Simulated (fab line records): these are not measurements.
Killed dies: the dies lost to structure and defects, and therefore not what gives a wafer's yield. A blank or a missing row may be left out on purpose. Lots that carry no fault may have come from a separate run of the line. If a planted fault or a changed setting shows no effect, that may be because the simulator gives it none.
Code-filled problem report in 8D (eight disciplines) form ; flow sky130 ; the parts of the form that need people (team, actions taken, sign-off) are left out

1. THE ISSUE
Mean CONTACT_W_RS at SKY_CONTACT_RS_MEAS_25: 0.370 ohm/sq over 3 wafers in 2 lots; fault-free wafers: 0.337 ohm/sq, standard deviation 0.0032. Measured from the usual mean, that is +10 standard deviations.
The step: measures by four-point-probe.
First seen on wafer L343.2, day 35 14:38, on film metro-04. The record has a number at this step for 34 wafers belonging to 12 lots. By rule, "out" or "out of limits" means more than 4 standard deviations away from the usual mean. The rest of the wafers with a number are treated as sound.

2. WHAT IT IS AND WHAT IT IS NOT
question;is;is not
which readings at this step;CONTACT_W_RS;-
which lots;L343, L345;L332, L333, L334, L336, L337, L338, L340, L347, L354, L355
which wafers of those lots;L343.2, L343.5, L345.2;L345.1
read on which gauges;film metro-04;film metro-01, film metro-02
when;from day 35 14:38;"up to then (21 sound wafers); but 10 sound wafers of L345, L347, L354, L355 came after"

3. WHAT RULES OUT EACH SUSPECT
Counting: a tool at a process step up to the reading stays a suspect if it ran every lot that is out. Sound lots after the first of them don't rule it out here, since some wafers of a struck lot are sound.
- the gauge at SKY_CONTACT_RS_MEAS_25: kept. All the wafers that are out were read on film metro-04, and no step on other tools shows them out.
- rie diel-03 at SKY_CONTACT_ETCH_18 (etches Si3N4 in CHF3/O2, stops on TiN, time 39 s, target depth 75 nm): kept. It ran every lot that is out, first L343 (day 35 14:31); its last sound lot up to then is L337 (day 33 18:20). Because SKY_CONTACT_ETCH_18 lacks a start for some lots, the hours and order of its lots are taken from SKY_CONTACT_CVD_24.
- cvd w-01 at SKY_CONTACT_CVD_24 (deposits W, target thk 340 nm, time 102.12 s): kept. It ran every lot that is out, first L343 (day 35 14:31); its last sound lot up to then is L340 (day 34 14:03).
- Within rie diel-03 at SKY_CONTACT_ETCH_18: the wafers that are out ran in chambers 0, 2; their sound lot-mates ran in chamber 3.
Still standing after the count: rie diel-03 at SKY_CONTACT_ETCH_18, cvd w-01 at SKY_CONTACT_CVD_24, film metro-04 at SKY_CONTACT_RS_MEAS_25.

4. THE CAUSE (what the simulator had put in)
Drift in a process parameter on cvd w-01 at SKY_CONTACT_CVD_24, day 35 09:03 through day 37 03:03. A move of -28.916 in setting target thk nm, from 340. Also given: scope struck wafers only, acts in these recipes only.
Counting left 3 suspects, and this tool is among them.

5. THE EFFECT CHAIN, in route order
One row per reading whose mean, taken over the struck wafers that have a number, lies over 3 standard deviations from the usual. Only readings whose record carries a usual standard deviation are examined. hours: median over the lots of the time between each lot's start at the first step of this table that gives one and its start at this step. sigmas: the change, counted in usual standard deviations.
hours;step;reading;usual;on struck wafers;change;sigmas
0;SKY_CONTACT_RS_MEAS_25;CONTACT_W_RS;0.337 ohm/sq;0.370;+0.033;+10
0;SKY_CONTACT_THK_MEAS_26;CONTACT_W_THK;343 nm;310;-33;-9.0
Later measuring or inspecting steps at which every struck wafer that the step has a row for has a number for every such reading, and none has moved that far: SKY_VIA1_BOW_MEAS_03.

6. HOW IT WOULD HAVE BEEN CAUGHT EARLIER
Counted from the fault's start at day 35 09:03, it took 6 hours until the first out-of-limits reading at a measuring or inspecting step in this record, taken at day 35 14:38.
An alarm limit of 4 standard deviations would not have fired on the tool readings at SKY_CONTACT_CVD_24 for which the record gives a usual standard deviation, since none of them was out on any struck wafer.
Lots out: 2; of these, L345 started SKY_CONTACT_CVD_24 on cvd w-01 after day 35 14:38. A hold on the tool at that time would have spared it.
